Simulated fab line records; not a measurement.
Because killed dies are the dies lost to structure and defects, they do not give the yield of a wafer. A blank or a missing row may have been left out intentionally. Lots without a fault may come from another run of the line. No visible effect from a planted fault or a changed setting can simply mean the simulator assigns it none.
Which tool was responsible? :: flow sky130 :: 14 lots, 40 wafers sampled, at 4 steps of a route of 708

== WHAT THE GAUGES SHOWED, per wafer ==
SKY_LI_CONTACT_THK_MEAS_23: measures by xrf. Usual: LI_CONTACT_W_THK 410 nm, standard deviation 5.7.
lot: L797
measured: day 30 05:15
on: filmMetro-01
LI_CONTACT_W_THK (nm): 403 408 401
flag: 

lot: L796
measured: day 30 08:53
on: filmMetro-04
LI_CONTACT_W_THK (nm): 415 421 410
flag: 

lot: L798
measured: day 30 15:53
on: filmMetro-02
LI_CONTACT_W_THK (nm): 413 410 409
flag: 

lot: L799
measured: day 31 09:23
on: filmMetro-02
LI_CONTACT_W_THK (nm): 421 416 420
flag: 

lot: L801
measured: day 31 15:43
on: filmMetro-02
LI_CONTACT_W_THK (nm): 411 413 419
flag: 

lot: L803
measured: day 32 09:42
on: filmMetro-02
LI_CONTACT_W_THK (nm): 416 413 407
flag: 

lot: L804
measured: day 32 15:34
on: filmMetro-01
LI_CONTACT_W_THK (nm): 400 408 398
flag: 

lot: L805
measured: day 32 19:20
on: filmMetro-02
LI_CONTACT_W_THK (nm): 413 416 405
flag: 

lot: L806
measured: day 33 08:55
on: filmMetro-02
LI_CONTACT_W_THK (nm): 413 414 409
flag: 

lot: L807
measured: day 33 17:13
on: filmMetro-01
LI_CONTACT_W_THK (nm): 409 408 406
flag: 

lot: L808
measured: day 34 05:35
on: filmMetro-04
LI_CONTACT_W_THK (nm): 417 411 415
flag: 

lot: L809
measured: day 34 06:36
on: filmMetro-01
LI_CONTACT_W_THK (nm): 417 412
flag: 

lot: L810
measured: day 34 13:01
on: filmMetro-01
LI_CONTACT_W_THK (nm): 413 399
flag: 

lot: L811
measured: day 34 17:14
on: filmMetro-04
LI_CONTACT_W_THK (nm): 399 417 410
flag: 

SKY_CONTACT_OVL_MEAS_15. Usual: CONTACT_OVL -3 nm, standard deviation 6.9.
lot: L797
measured: day 32 14:23
on: overlay-02
CONTACT_OVL (nm): 2 7 5
flag: 

lot: L796
measured: day 32 16:39
on: overlay-02
CONTACT_OVL (nm): 3 7 6
flag: 

lot: L798
measured: day 32 23:56
on: overlay-01
CONTACT_OVL (nm): -10 -4 -1
flag: 

lot: L799
measured: day 33 16:44
on: overlay-02
CONTACT_OVL (nm): 0 -1 -2
flag: 

lot: L801
measured: day 33 22:13
on: overlay-02
CONTACT_OVL (nm): 6 6 -5
flag: 

lot: L803
measured: day 34 17:04
on: overlay-02
CONTACT_OVL (nm): -7 -11 -10
flag: 

lot: L804
measured: day 34 23:17
on: overlay-01
CONTACT_OVL (nm): 0 9 10
flag: 

lot: L805
measured: day 35 02:57
on: overlay-02
CONTACT_OVL (nm): 3 -7 -2
flag: 

lot: L806
measured: day 35 14:43
on: overlay-02
CONTACT_OVL (nm): -3 -6 -8
flag: 

lot: L807
measured: day 35 23:22
on: overlay-01
CONTACT_OVL (nm): -1 -9 -6
flag: 

lot: L808
measured: day 36 11:23
on: overlay-02
CONTACT_OVL (nm): -14 -16 -16
flag: 

lot: L809
measured: day 36 12:37
on: overlay-02
CONTACT_OVL (nm): 0 2
flag: 

lot: L810
measured: day 36 19:17
on: overlay-02
CONTACT_OVL (nm): -11 -14
flag: 

lot: L811
measured: day 37 01:12
on: overlay-01
CONTACT_OVL (nm): 1 -4 4
flag: 

== WHICH TOOL RAN EACH LOT (tool, then ch and the chambers of the sampled wafers, then the start) ==
lot: L797
SKY_LOCAL_INTERCONNECT_ETCH_13: rieMetal-02 ch 0,1, day 31 10:31
SKY_CONTACT_DEVELOP_13: lithoTrack-04 ch 0, day 32 14:00

lot: L796
SKY_LOCAL_INTERCONNECT_ETCH_13: rieMetal-01 ch 0,1, day 31 13:28
SKY_CONTACT_DEVELOP_13: lithoTrack-04 ch 0, day 32 16:00

lot: L798
SKY_LOCAL_INTERCONNECT_ETCH_13: rieMetal-01 ch 0,1, day 31 20:10
SKY_CONTACT_DEVELOP_13: lithoTrack-04 ch 0, day 32 23:00

lot: L799
SKY_LOCAL_INTERCONNECT_ETCH_13: rieMetal-04 ch 0, day 32 12:32
SKY_CONTACT_DEVELOP_13: lithoTrack-04 ch 0, day 33 16:00

lot: L801
SKY_LOCAL_INTERCONNECT_ETCH_13: rieMetal-04 ch 0, day 32 18:19
SKY_CONTACT_DEVELOP_13: lithoTrack-01 ch 0, day 33 21:00

lot: L803
SKY_LOCAL_INTERCONNECT_ETCH_13: rieMetal-02 ch 0,1, day 33 13:28
SKY_CONTACT_DEVELOP_13: lithoTrack-01 ch 0, day 34 16:00

lot: L804
SKY_LOCAL_INTERCONNECT_ETCH_13: rieMetal-04 ch 0, day 33 19:28
SKY_CONTACT_DEVELOP_13: lithoTrack-04 ch 0, day 34 23:00

lot: L805
SKY_LOCAL_INTERCONNECT_ETCH_13: rieMetal-02 ch 0,1, day 33 23:23
SKY_CONTACT_DEVELOP_13: lithoTrack-04 ch 0, day 35 02:00

lot: L806
SKY_LOCAL_INTERCONNECT_ETCH_13: rieMetal-04 ch 0,1, day 34 11:32
SKY_CONTACT_DEVELOP_13: lithoTrack-01 ch 0, day 35 14:00

lot: L807
SKY_LOCAL_INTERCONNECT_ETCH_13: rieMetal-04 ch 0,1, day 34 20:07
SKY_CONTACT_DEVELOP_13: lithoTrack-01 ch 0, day 35 23:00

lot: L808
SKY_LOCAL_INTERCONNECT_ETCH_13: rieMetal-01 ch 0, day 35 08:43
SKY_CONTACT_DEVELOP_13: lithoTrack-02 ch 0, day 36 11:00

lot: L809
SKY_LOCAL_INTERCONNECT_ETCH_13: rieMetal-02 ch 0, day 35 09:28
SKY_CONTACT_DEVELOP_13: lithoTrack-01 ch 0, day 36 12:00

lot: L810
SKY_LOCAL_INTERCONNECT_ETCH_13: rieMetal-04 ch 1, day 35 16:05
SKY_CONTACT_DEVELOP_13: lithoTrack-01 ch 0, day 36 19:00

lot: L811
SKY_LOCAL_INTERCONNECT_ETCH_13: rieMetal-04 ch 1, day 35 20:02
SKY_CONTACT_DEVELOP_13: lithoTrack-04 ch 0, day 37 00:00
- SKY_LOCAL_INTERCONNECT_ETCH_13: etches BARC in N2/H2, stops on SiO2, time 45.9 s, target depth 60 nm.
- SKY_CONTACT_DEVELOP_13: develop time 57.99 s.

== WHAT THE TOOLS THEMSELVES READ (means of the sampled wafers that have a number; where no wafer has one, the mark that the record gives instead) ==
SKY_LOCAL_INTERCONNECT_ETCH_13. Usual: drypumpMotorCurrentA 5.9 A, standard deviation 0.63; oesProductAu 0.850 a.u., standard deviation 0.0046; rfFwdPowerW 494.5 W, standard deviation 2.3; throttleValvePct 13.225 %, standard deviation 0.0088.
lot: L797
tool: rieMetal-02
drypumpMotorCurrentA (A): 6.4
oesProductAu (a.u.): 0.851
rfFwdPowerW (W): 498.6
throttleValvePct (%): 13.234
flag: 

lot: L796
tool: rieMetal-01
drypumpMotorCurrentA (A): 5.8
oesProductAu (a.u.): 0.850
rfFwdPowerW (W): 492.4
throttleValvePct (%): 13.224
flag: 

lot: L798
tool: rieMetal-01
drypumpMotorCurrentA (A): 5.8
oesProductAu (a.u.): 0.849
rfFwdPowerW (W): 495.3
throttleValvePct (%): 13.218
flag: 

lot: L799
tool: rieMetal-04
drypumpMotorCurrentA (A): 4.8
oesProductAu (a.u.): 0.847
rfFwdPowerW (W): 490.9
throttleValvePct (%): 13.224
flag: 

lot: L801
tool: rieMetal-04
drypumpMotorCurrentA (A): 4.8
oesProductAu (a.u.): 0.852
rfFwdPowerW (W): 489.6
throttleValvePct (%): 13.225
flag: 

lot: L803
tool: rieMetal-02
drypumpMotorCurrentA (A): 6.4
oesProductAu (a.u.): 0.852
rfFwdPowerW (W): 497.3
throttleValvePct (%): 13.226
flag: 

lot: L804
tool: rieMetal-04
drypumpMotorCurrentA (A): 4.8
oesProductAu (a.u.): 0.851
rfFwdPowerW (W): 492.1
throttleValvePct (%): 13.218
flag: 

lot: L805
tool: rieMetal-02
drypumpMotorCurrentA (A): 6.4
oesProductAu (a.u.): 0.851
rfFwdPowerW (W): 496.2
throttleValvePct (%): 13.228
flag: 

lot: L806
tool: rieMetal-04
drypumpMotorCurrentA (A): 5.9
oesProductAu (a.u.): 0.852
rfFwdPowerW (W): 495.1
throttleValvePct (%): 13.232
flag: 

lot: L807
tool: rieMetal-04
drypumpMotorCurrentA (A): 5.9
oesProductAu (a.u.): 0.849
rfFwdPowerW (W): 493.1
throttleValvePct (%): 13.225
flag: 

lot: L808
tool: rieMetal-01
drypumpMotorCurrentA (A): 5.7
oesProductAu (a.u.): 0.850
rfFwdPowerW (W): 493.0
throttleValvePct (%): 13.229
flag: 

lot: L809
tool: rieMetal-02
drypumpMotorCurrentA (A): 6.7
oesProductAu (a.u.): 0.856
rfFwdPowerW (W): 496.9
throttleValvePct (%): 13.218
flag: 

lot: L810
tool: rieMetal-04
drypumpMotorCurrentA (A): 6.5
oesProductAu (a.u.): 0.840
rfFwdPowerW (W): 495.4
throttleValvePct (%): 13.231
flag: 

lot: L811
tool: rieMetal-04
drypumpMotorCurrentA (A): 6.4
oesProductAu (a.u.): 0.848
rfFwdPowerW (W): 493.5
throttleValvePct (%): 13.225
flag: 

SKY_CONTACT_DEVELOP_13. Usual: developerTempC 21.00 C, standard deviation 0.11.
lot: L797
tool: lithoTrack-04
developerTempC (C): 20.93
flag: 

lot: L796
tool: lithoTrack-04
developerTempC (C): 20.94
flag: 

lot: L798
tool: lithoTrack-04
developerTempC (C): 21.28
flag: 

lot: L799
tool: lithoTrack-04
developerTempC (C): 21.12
flag: 

lot: L801
tool: lithoTrack-01
developerTempC (C): 21.11
flag: 

lot: L803
tool: lithoTrack-01
developerTempC (C): 20.97
flag: 

lot: L804
tool: lithoTrack-04
developerTempC (C): 20.85
flag: 

lot: L805
tool: lithoTrack-04
developerTempC (C): 20.98
flag: 

lot: L806
tool: lithoTrack-01
developerTempC (C): 21.07
flag: 

lot: L807
tool: lithoTrack-01
developerTempC (C): 21.13
flag: 

lot: L808
tool: lithoTrack-02
developerTempC (C): 20.98
flag: 

lot: L809
tool: lithoTrack-01
developerTempC (C): 21.52
flag: OFF

lot: L810
tool: lithoTrack-01
developerTempC (C): 21.65
flag: OFF

lot: L811
tool: lithoTrack-04
developerTempC (C): 20.97
flag: 

== THE ANSWER, worked out from the rows above alone ==
Rule: a lot counts as off when the mean over its wafers that have a number is more than 3 standard deviations away from the usual mean. A lot without any number at a reading at which 4 lots or more have one is off too. All remaining lots with rows at the step are treated as sound. After the gauges, taken in route order, come the tools' own readings; for these a lot's mean is taken, as printed above. The first step at which some lot is off is used, and at that step the reading that is off furthest; a lot without a number counts as furthest.
Off at SKY_CONTACT_DEVELOP_13 (developerTempC): L809, L810.
If a tool, at that step or one of the process steps before it, ran each lot that is off and ran no sound lot following the first of them, it fits. One fits: SKY_CONTACT_DEVELOP_13 on lithoTrack-01. Its last sound lot is L807 (day 35 23:00), its first lot that is off L809 (day 36 12:00): a fault that began between those two fits.

== WHAT HAD BEEN PUT IN BY THE SIMULATOR ==
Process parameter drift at SKY_CONTACT_DEVELOP_13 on lithoTrack-01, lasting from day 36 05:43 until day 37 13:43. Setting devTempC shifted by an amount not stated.
Struck lots among those shown: L809, L810. The rule above found the same.
